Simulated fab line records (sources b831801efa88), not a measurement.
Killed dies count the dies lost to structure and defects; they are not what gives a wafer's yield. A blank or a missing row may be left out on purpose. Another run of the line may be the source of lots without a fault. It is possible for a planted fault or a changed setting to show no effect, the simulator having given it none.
One fault seen from 2 desks	flow gf180mcu	only its own numbers are on each desk; what lay behind them is given at the end

## FROM THE METROLOGY DESK
What the gauges read, lot by lot, whatever tool the lot ran on: means of the sampled wafers that have a number. Any lot whose mean is over 4 standard deviations away from the usual mean is out of limits and marked OUT; that distance is given in the brackets.
Columns: A = STI_OXIDATION_01_THK at GF_STI_THK_MEAS_22, usual 14.96 nm; B = MVSD_OVL at GF_MVSD_OVL_MEAS_07, usual 0.6 nm; C = MVPSD_TW at GF_MVPSD_TW_MEAS_11, usual 552.2; D = VT_IMPLANT_02_OVL at GF_VT_IMPLANT_OVL_MEAS_29, usual 0.5 nm; E = MVPSD_RS at GF_VT_IMPLANT_RS_MEAS_49, usual 1168.7 ohm/sq
lot	first seen here	A	B	C	D	E
L155	day 2 04:24	14.42	0.4	556.0	2.7	1167.5
L156	day 2 09:01	15.39	-0.2	549.2	-0.5	1172.7
L157	day 2 16:46	14.93	2.6	549.1	2.4	1171.0
L158	day 2 19:26	15.26	1.5	549.2	1.8	1170.3
L159	day 2 23:47	15.10	2.3	551.2	2.1	1166.7
L160	day 3 04:39	14.65	1.6	549.6	-0.9	1168.9
L161	day 3 11:43	14.64	0.3	550.2	0.3	1168.6
L164	day 4 01:47	14.98	1.1	557.4	0.0	1169.0
L165	day 4 05:50	15.18	0.3	462.3 (-31) OUT	-0.5	1715.1 (+99 or more) OUT
L167	day 4 18:01	14.90	-1.0	456.1 (-33) OUT	1.4	1718.6 (+99 or more) OUT
L176	day 6 15:53	14.98	0.1	551.1	-4.2	1171.5
L178	day 7 01:02	14.95	-2.1	553.4	0.6	1168.6
This desk reports L165, L167 out of limits; the earliest was L165 at day 7 17:02 (MVPSD_TW at GF_MVPSD_TW_MEAS_11). L155, L156, L157, L158, L159, L160, L161, L164, L176, L178: within limits.

## AT THE TOOL OWNER'S DESK: implanter-02
The tool's own readings at GF_MVPSD_IMPLANT_08: means of the sampled wafers that have a number, for each lot that ran on this tool. Any lot whose mean is over 4 standard deviations away from the usual mean is out of limits and marked OUT; that distance is given in the brackets.
Columns: A = dose-ions-cm2 at GF_MVPSD_IMPLANT_08, usual 1.5e+13; B = faraday-current-uA at GF_MVPSD_IMPLANT_08, usual 84.5
lot	first seen here	A	B
L157	day 5 18:40	1.5e+13	84.2
L160	day 6 04:43	1.5e+13	86.1
L161	day 6 11:58	1.5e+13	85.1
L165	day 7 16:40	6.8e+12 (-99 or more) OUT	38.6 (-27) OUT
L167	day 8 02:07	6.8e+12 (-99 or more) OUT	37.3 (-28) OUT
This desk's verdict: out of limits on L165, L167, starting with L165 at day 7 16:40 (dose-ions-cm2 at GF_MVPSD_IMPLANT_08). L157, L160, L161: within limits.

## ALL TOGETHER
The tool owner's desk had the chance to raise an alarm at day 7 16:40 on L165, L167.
An alarm was possible from the metrology desk at day 7 17:02, on L165, L167.
All the named lots went through GF_MVPSD_IMPLANT_08 on implanter-02.

## WHAT THE SIMULATOR PUT IN
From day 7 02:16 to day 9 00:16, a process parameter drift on implanter-02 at GF_MVPSD_IMPLANT_08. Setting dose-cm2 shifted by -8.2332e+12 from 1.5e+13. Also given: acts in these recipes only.
Lots struck among those shown: L165, L167.
Counting hours from when the fault started, the first reading out of limits came at 14 for the tool owner's desk and at 15 for the metrology desk.
